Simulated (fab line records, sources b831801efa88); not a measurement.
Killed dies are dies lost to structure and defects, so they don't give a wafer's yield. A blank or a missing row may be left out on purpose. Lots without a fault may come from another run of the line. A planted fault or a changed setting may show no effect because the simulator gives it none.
One fault seen from 2 desks | flow sky130 | each desk has only its own numbers; what lay behind them comes last

THE TOOL OWNER'S DESK: pvd_sputter-02
The tool's own readings at SKY_METAL4_SPUTTER_03 (material Ti, target thk 5 nm, time 3.3 s): means of the sampled wafers that have a number, for each lot that ran on this tool. A lot is out of limits, marked OUT, if its mean lies more than 4 standard deviations from the usual mean; the brackets give that distance.
Columns: A = throttle_valve_pct at SKY_METAL4_SPUTTER_03, usual 29.2 %
lot  | first seen here | A
L705 | day 39 17:12    | 29.0
L713 | day 42 04:25    | 27.8
L715 | day 42 12:13    | 28.8
L718 | day 43 11:09    | 28.1
L728 | day 46 22:24    | 29.8
This desk's finding: nothing out of limits on any of the 5 lots.

THE METROLOGY DESK
What the gauges read, lot by lot, whatever tool the lot ran on: means of the sampled wafers that have a number. A lot is out of limits, marked OUT, if its mean lies more than 4 standard deviations from the usual mean; the brackets give that distance.
Columns: A = VIA3_W_RS at SKY_VIA3_RS_MEAS_22, usual 0.294 ohm/sq; B = VIA3_W_THK at SKY_VIA3_THK_MEAS_23, usual 386 nm
lot  | first seen here | A     | B
L705 | day 39 16:38    | 0.303 | 375
L709 | day 40 19:47    | 0.295 | 383
L713 | day 42 03:38    | 0.292 | 389
L715 | day 42 11:43    | 0.293 | 382
L718 | day 43 10:36    | 0.294 | 389
L719 | day 43 13:15    | 0.294 | 384
L728 | day 46 21:51    | 0.292 | 386
This desk's finding: nothing out of limits on any of the 7 lots.

PUT TOGETHER
The tool owner's desk saw nothing out of limits.
The metrology desk saw nothing out of limits.

WHAT THE SIMULATOR HAD PUT IN
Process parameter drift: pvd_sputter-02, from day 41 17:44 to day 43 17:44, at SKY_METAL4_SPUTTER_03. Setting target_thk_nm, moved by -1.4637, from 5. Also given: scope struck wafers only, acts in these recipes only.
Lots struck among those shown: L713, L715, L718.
